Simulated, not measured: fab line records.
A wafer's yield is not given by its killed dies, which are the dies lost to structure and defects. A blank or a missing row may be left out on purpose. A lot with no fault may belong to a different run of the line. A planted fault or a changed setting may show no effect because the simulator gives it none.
A lot that was struck, set against a sound lot -- flow gf180mcu -- 13 steps out of a route of 602
Sound: these wafers, L733.1, L733.2, L733.6. The struck wafers were L735.2, L735.3, L735.5. Last of all comes the cause.
Per side, at each step with rows, come the tool, then ch with its chambers, and then its first start. Under that, the readings that differ: sound wafers -- struck wafers -- difference of the means -- sigmas: that difference in standard deviations of wafers without a fault.
alike: same words and numbers on both sides, and readings whose means sit less than 2 such deviations apart. not compared: any withheld reading, any reading some wafer has no value for, any bound like >300 that may hide the same value, and any number with overlapping values for which the record gives no deviation.
A row with sigmas, a row that says differs or no value, or rows on one side alone: a step with any of these is where the two part. When numbers do not overlap yet have no deviation, they are printed without sigmas and do not part them. Lack of a reading on every wafer of one side parts them only where that side has two or more wafers.

GF_V3_CD_MEAS_14 targets a cd of 260 nm.
  struck on cdSem-01, day 25 14:29; sound on cdSem-02, day 25 06:41
  alike: cdNm
GF_V3_OVL_MEAS_15:
  struck on overlay-02, day 25 14:36; sound on overlay-02, day 25 06:49
  alike: V3_OVL
GF_V3_ETCH_16: etches BARC in N2/H2.
  sound on rieDiel-02 ch 1,2,3, day 25 06:51; struck on rieDiel-01 ch 0,1,2, day 25 14:38
  alike: drypumpMotorCurrentA, n2FlowSccm, oesProductAu, throttleValvePct
GF_V3_ETCH_17: etches SiO2 in C4F8/O2/Ar, stops on TiN, target depth 635 nm.
  sound on rieDiel-02 ch 1,2,3; struck on rieDiel-01 ch 0,1,2
  alike: oesProductAu
GF_V3_STRIP_18: strips in O2/N2.
  sound on plasmaAsher-02 ch 0,1, day 25 06:59; struck on plasmaAsher-03 ch 0,1, day 25 14:46
  alike: drypumpMotorCurrentA, heaterPowerW, n2FlowSccm, oesProductAu
  not compared: rfHoursCounterH
then, 2 steps without rows for these wafers: GF_V3_STRIP_19 (strips in post etch residue remover, time 1200 s); GF_V3_CLEAN_20 (cleans in DIW).
GF_V3_SPUTTER_21: material Ti, target thk 15 nm, time 80.02 s.
  struck on pvdSputter-03, day 25 15:17; sound on pvdSputter-03, day 25 07:32
  alike: throttleValvePct
GF_V3_SPUTTER_22: material TiN, target thk 10 nm, time 40 s.
  struck on pvdSputter-03, day 25 15:21; sound on pvdSputter-03, day 25 07:36
  alike: throttleValvePct
then, 1 step without rows for these wafers: GF_V3_CVD_23 (deposits W, target thk 350 nm, time 104.9 s).
GF_V3_RS_MEAS_24: measures by four-point-probe.
  struck on filmMetro-03, day 25 15:31; sound on filmMetro-02, day 25 07:45
reading,sound,struck,difference,sigmas
V3_W_RS (ohm/sq),0.317 0.316 0.318,0.328 0.327 0.327,+0.010,+2
GF_V3_THK_MEAS_25: measures by xrf.
  struck on filmMetro-03, day 25 15:38; sound on filmMetro-02, day 25 07:52
  alike: V3_W_THK
GF_V3_CMP_26: polishes, stops on SiO2, t overpolish 15 s, target thk 0 nm.
  sound on cmp-02 ch 1,2, day 25 07:59; struck on cmp-02 ch 0,1, day 25 15:44
  no value came back on the struck wafers for any of 7 readings (edgeZonePressureFrac, headPressurePsi (psi) and others); on the sound wafers edgeZonePressureFrac reads 1.003 0.997 1.004
reading,sound,struck,difference,sigmas
model.W_of_V3_CVD_23.thkNm (nm),0 0 0,349.9 349.8 350.2,+350.0,
model.SiO2_of_V3_CVD_02.thkNm (nm),629.9 628.5 629,633.4 635 632.3,+4.4,

== WHERE THEY PART ==
At GF_V3_RS_MEAS_24 first; at GF_V3_CMP_26 last (within this record only).

WHY: what the simulator had put in
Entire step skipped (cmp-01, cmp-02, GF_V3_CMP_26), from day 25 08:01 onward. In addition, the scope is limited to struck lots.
